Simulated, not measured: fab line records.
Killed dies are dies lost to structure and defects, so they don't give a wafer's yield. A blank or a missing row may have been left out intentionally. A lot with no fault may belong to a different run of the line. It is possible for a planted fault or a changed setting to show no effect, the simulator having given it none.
A single fault, viewed from 2 desks | flow sky130 | only its own numbers are on each desk; what lay behind them is given at the end

== THE METROLOGY DESK ==
What the gauges read, lot by lot, whatever tool the lot ran on: means of the sampled wafers that have a number. If a lot's mean is further than 4 standard deviations from the usual mean, the lot is out of limits and carries the mark OUT (the distance appears in the brackets).
Columns: A = LI_CONTACT_OVL at SKY_LI_CONTACT_OVL_MEAS_13, usual 2 nm; B = LOCAL_INTERCONNECT_TIN_RS at SKY_LOCAL_INTERCONNECT_RS_MEAS_01, usual 14.03 ohm/sq; C = LOCAL_INTERCONNECT_TIN_THK at SKY_LOCAL_INTERCONNECT_THK_MEAS_02, usual 100.8 nm
lot  | first seen here | A  | B              | C
L173 | day 29 03:17    | 0  | 14.13          | 100.0
L174 | day 29 14:32    | -0 | 13.82          | 103.4
L179 | day 31 05:47    | 5  | 13.96          | 100.5
L182 | day 33 11:10    | 1  | 8.66 (-26) OUT | 161.7 (+38) OUT
L184 | day 33 16:32    | 4  | 8.67 (-26) OUT | 159.2 (+36) OUT
L187 | day 34 04:23    | 8  | 14.06          | 100.8
L190 | day 34 23:26    | -1 | 13.86          | 101.4
L191 | day 35 05:33    | -2 | 14.28          | 99.9
L192 | day 35 11:59    | 3  | 13.99          | 101.5
L194 | day 35 21:01    | 2  | 13.98          | 101.5
Finding of this desk: L182, L184 out of limits, first seen on L182 at day 33 12:26 (LOCAL_INTERCONNECT_TIN_RS at SKY_LOCAL_INTERCONNECT_RS_MEAS_01). L173, L174, L179, L187, L190, L191, L192, L194 stayed within limits.

== FOR THE TOOL OWNER'S DESK: pvd_sputter-03 ==
The tool's own readings at SKY_LOCAL_INTERCONNECT_SPUTTER_00 (material TiN, target thk 100 nm, time 83.3 s): means of the sampled wafers that have a number, for each lot that ran on this tool. If a lot's mean is further than 4 standard deviations from the usual mean, the lot is out of limits and carries the mark OUT (the distance appears in the brackets).
Columns: A = susceptor_temp_C at SKY_LOCAL_INTERCONNECT_SPUTTER_00, usual 299.97 C; B = throttle_valve_pct at SKY_LOCAL_INTERCONNECT_SPUTTER_00, usual 30.8 %
lot  | first seen here | A      | B
L173 | day 29 04:29    | 299.96 | 30.2
L179 | day 31 06:58    | 299.98 | 30.6
L182 | day 33 12:23    | 299.99 | 29.9
L184 | day 33 17:44    | 299.86 | 29.6
This desk found nothing out of limits on any of the 4 lots.

== ALL TOGETHER ==
On L182, L184, the metrology desk was in a position to raise an alarm at day 33 12:26.
The tool owner's desk saw nothing out of limits.
On record at the tool owner's desk: L182, L184, within its limits.
The lots listed all ran SKY_LOCAL_INTERCONNECT_SPUTTER_00 on pvd_sputter-03.

== WHAT THE SIMULATOR PUT IN ==
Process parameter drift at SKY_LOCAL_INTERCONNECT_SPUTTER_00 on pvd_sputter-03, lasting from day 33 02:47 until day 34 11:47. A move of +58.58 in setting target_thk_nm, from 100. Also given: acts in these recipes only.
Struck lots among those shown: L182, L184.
Delay in hours, fault start to first out-of-limits reading, per desk: metrology desk 10.
